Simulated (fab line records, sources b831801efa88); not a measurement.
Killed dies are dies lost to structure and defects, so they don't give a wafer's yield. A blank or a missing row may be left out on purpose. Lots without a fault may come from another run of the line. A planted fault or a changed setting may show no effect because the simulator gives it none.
Tool commonality check | flow gf180mcu | 14 lots, 42 wafers sampled

WHY IT WAS OPENED
At GF_HV_LDD_TW_MEAS_38 the reading HV_LDD_3_TW is flagged on 2 of 14 lots. Wafers without a fault read 1442, standard deviation 21.
Rule: a lot is flagged when every wafer of it that has a number lies more than 4 standard deviations from that mean, or none has a number. The other lots count as sound.

lot  | measured     | on            | HV_LDD_3_TW, wafer by wafer | flag
L823 | day 11 10:42 | film_metro-01 | 1426 1438 1430              |
L824 | day 11 22:22 | film_metro-01 | 1433 1429 1434              |
L825 | day 12 06:47 | film_metro-01 | 1438 1446 1433              |
L827 | day 12 19:40 | film_metro-03 | 1482 1460 1469              |
L828 | day 13 04:38 | film_metro-01 | 1430 1422 1423              |
L829 | day 13 14:07 | film_metro-01 | 1428 1434 1439              |
L830 | day 13 21:50 | film_metro-03 | 1451 1466 1453              |
L831 | day 14 05:43 | film_metro-02 | 1393 1402 1394              |
L832 | day 14 15:04 | film_metro-03 | 1452 1458 1461              |
L837 | day 16 09:20 | film_metro-02 | 1281 1293 1288              | FLAGGED
L838 | day 16 13:55 | film_metro-02 | 1287 1289 1292              | FLAGGED
L844 | day 18 11:09 | film_metro-03 | 1460 1454 1460              |
L845 | day 18 21:35 | film_metro-01 | 1428 1431 1431              |
L846 | day 19 03:32 | film_metro-03 | 1460 1457 1452              |
The numbers of the flagged lots are 1288 on average: -154 against the usual, or -7 standard deviations.

WHICH TOOL RAN EACH LOT
The record holds 1 process step before the reading, out of a route of 602 steps. In each cell: the tool, then ch and the chambers that the sampled wafers went through, then the start.
lot  | flag    | GF_HV_LDD_IMPLANT_34
L823 |         | implanter-02 ch 0, day 11 10:11
L824 |         | implanter-03 ch 0, day 11 21:46
L825 |         | implanter-04 ch 0, day 12 06:14
L827 |         | implanter-03 ch 0, day 12 19:07
L828 |         | implanter-03 ch 0, day 13 04:05
L829 |         | implanter-02 ch 0, day 13 13:34
L830 |         | implanter-03 ch 0, day 13 21:17
L831 |         | implanter-03 ch 0, day 14 05:11
L832 |         | implanter-02 ch 0, day 14 14:28
L837 | FLAGGED | implanter-03, day 16 08:47
L838 | FLAGGED | implanter-03, day 16 13:23
L844 |         | implanter-02 ch 0, day 18 10:37
L845 |         | implanter-02 ch 0, day 18 21:04
L846 |         | implanter-02 ch 0, day 19 02:58
What these steps do:
- GF_HV_LDD_IMPLANT_34
- GF_HV_LDD_TW_MEAS_38

FLAGGED OVER TOTAL, TOOL BY TOOL (the gauges that took the reading come last)
step                 | tool          | lots run | flagged | share of the flagged lots | sound lots run after its first flagged lot
GF_HV_LDD_IMPLANT_34 | implanter-02  | 6        | 0       | none                      | -
GF_HV_LDD_IMPLANT_34 | implanter-03  | 7        | 2       | all                       | 0
GF_HV_LDD_IMPLANT_34 | implanter-04  | 1        | 0       | none                      | -
GF_HV_LDD_TW_MEAS_38 | film_metro-01 | 6        | 0       | none                      | -
GF_HV_LDD_TW_MEAS_38 | film_metro-02 | 3        | 2       | all                       | 0
GF_HV_LDD_TW_MEAS_38 | film_metro-03 | 5        | 0       | none                      | -

WHAT THE TABLE ALLOWS
2 rows of the table ran every flagged lot: implanter-03 at GF_HV_LDD_IMPLANT_34, film_metro-02 at GF_HV_LDD_TW_MEAS_38.
- implanter-03 at GF_HV_LDD_IMPLANT_34: 2 of its 7 lots flagged. Its last sound lot is L831 (day 14 05:11), its first flagged lot L837 (day 16 08:47): a fault that began between those two fits. On the flagged lots its readings are blank where sound lots have values: beam_energy_keV, beam_on_s, dose_ions_cm2, faraday_current_uA and 1 more.
- film_metro-02 at GF_HV_LDD_TW_MEAS_38: 2 of its 3 lots flagged. Its last sound lot is L831 (day 14 05:43), its first flagged lot L837 (day 16 09:20): a fault that began between those two fits.
Counting lots can't tell these 2 tools apart, because each fits a fault that began at some hour. More lots, or a look at what each step does to the wafer, might.

WHAT THE SIMULATOR HAD PUT IN
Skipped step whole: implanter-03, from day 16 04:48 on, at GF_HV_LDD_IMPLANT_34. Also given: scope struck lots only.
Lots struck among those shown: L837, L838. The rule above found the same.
